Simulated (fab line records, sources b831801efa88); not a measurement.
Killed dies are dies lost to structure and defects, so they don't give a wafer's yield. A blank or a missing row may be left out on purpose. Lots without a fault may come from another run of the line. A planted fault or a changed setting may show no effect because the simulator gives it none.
A struck lot beside a sound one | flow sky130 | 15 steps out of a route of 708
Sound: wafers L113.2, L113.3, L113.5. Struck: wafers L124.2, L124.3, L124.6. The cause comes at the end.
At each step with rows: each side's tool, then ch and its chambers, then its first start. Under that, the readings that differ: sound wafers | struck wafers | difference of the means | sigmas: that difference in standard deviations of wafers without a fault.
alike: readings whose means differ by less than 2 such deviations, and words and numbers that are the same on both sides. not compared: withheld readings, readings that some wafer has no value for, bounds like >300 that may hide the same value, and numbers for which the record gives no deviation and whose values overlap.
The two part at a step that has a row with sigmas, a row that says differs or no value, or rows on one side only. Numbers that don't overlap but have no deviation are shown without sigmas and don't part them. A reading that every wafer of one side lacks parts them only if that side has two wafers or more.

first, 3 steps without rows for these wafers: SKY_LI_CONTACT_EXPOSE_09 (exposes mask LICM1, target cd 170 nm); SKY_LI_CONTACT_PEB_10; SKY_LI_CONTACT_DEVELOP_11 (develop time 60 s).
SKY_LI_CONTACT_CD_MEAS_12: target cd 170 nm.
  sound on cd_sem-02, day 29 05:11; struck on cd_sem-02, day 33 03:40
  alike: cd_nm
SKY_LI_CONTACT_OVL_MEAS_13:
  sound on overlay-02, day 29 05:17; struck on overlay-02, day 33 03:46
  alike: LI_CONTACT_OVL
SKY_LI_CONTACT_ETCH_14: etches BARC in N2/H2, stops on SiO2, time 45.9 s, target depth 60 nm.
  sound on rie_diel-03 ch 0,1,2, day 29 05:19; struck on rie_diel-03 ch 0,1,2, day 33 03:48
  alike: chamber_pressure_mTorr, drypump_motor_current_A, n2_flow_sccm, oes_product_au, throttle_valve_pct
  not compared: rf_hours_counter_h
SKY_LI_CONTACT_ETCH_15: etches PSG in C4F8/O2/Ar, stops on Si, target depth 600 nm.
  sound on rie_diel-03 ch 0,1,2, day 29 05:22; struck on rie_diel-03 ch 0,1,2, day 33 03:50
  alike: chamber_pressure_mTorr, oes_product_au
SKY_LI_CONTACT_STRIP_16: strips in O2/N2.
  sound on plasma_asher-04 ch 0,1, day 29 05:27; struck on plasma_asher-03 ch 0, day 33 03:56
  alike: chamber_pressure_mTorr, drypump_motor_current_A, n2_flow_sccm, oes_product_au, strip_time_to_endpoint_s
  not compared: rf_hours_counter_h
then, 2 steps without rows for these wafers: SKY_LI_CONTACT_CLEAN_17 (cleans in NMP, time 600 s); SKY_LI_CONTACT_PRE_CLEAN_18 (time 5.6 s).
SKY_LI_CONTACT_SPUTTER_19: material Ti, target thk 20 nm, time 106.37 s.
  sound on pvd_sputter-03, day 29 05:46; struck on pvd_sputter-02, day 33 04:13
  alike: throttle_valve_pct
SKY_LI_CONTACT_SPUTTER_20: material TiN, target thk 20 nm, time 80 s.
  sound on pvd_sputter-03, day 29 05:50; struck on pvd_sputter-02, day 33 04:18
  alike: throttle_valve_pct
SKY_LI_CONTACT_CVD_21: deposits W, target thk 400 nm, time 120.56 s.
  sound on cvd_w-01 ch 0,1, day 29 05:53; struck on cvd_w-02 ch 0, day 33 04:22
  reading                                  | sound                | struck               | difference | sigmas
  susceptor_temp_C (C)                     | 400.52 400.28 400.07 | 402.75 402.97 402.32 | +2.39      | +11
  model.W_of_LI_CONTACT_CVD_21.thk_nm (nm) | 399.9 396.7 397.4    | 422 421.3 423.5      | +24        |
  alike: chamber_pressure_Torr, heater_power_w
SKY_LI_CONTACT_RS_MEAS_22: measures by four-point-probe.
  sound on film_metro-01, day 29 06:02; struck on film_metro-01, day 33 04:47
  reading                  | sound             | struck            | difference | sigmas
  LI_CONTACT_W_RS (ohm/sq) | 0.284 0.286 0.286 | 0.269 0.270 0.268 | -0.016     | -5
  not compared: hold
SKY_LI_CONTACT_THK_MEAS_23: measures by xrf.
  sound on film_metro-01, day 29 06:09; struck on film_metro-01, day 33 09:17
  reading               | sound       | struck      | difference | sigmas
  LI_CONTACT_W_THK (nm) | 405 400 401 | 427 424 427 | +24        | +5
  not compared: hold

WHERE THEY PART
First at SKY_LI_CONTACT_CVD_21; last, within this record, at SKY_LI_CONTACT_THK_MEAS_23.

WHY: what the simulator had put in
Process parameter drift: cvd_w-02, from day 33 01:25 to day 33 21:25, at SKY_LI_CONTACT_CVD_21. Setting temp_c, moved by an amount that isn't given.
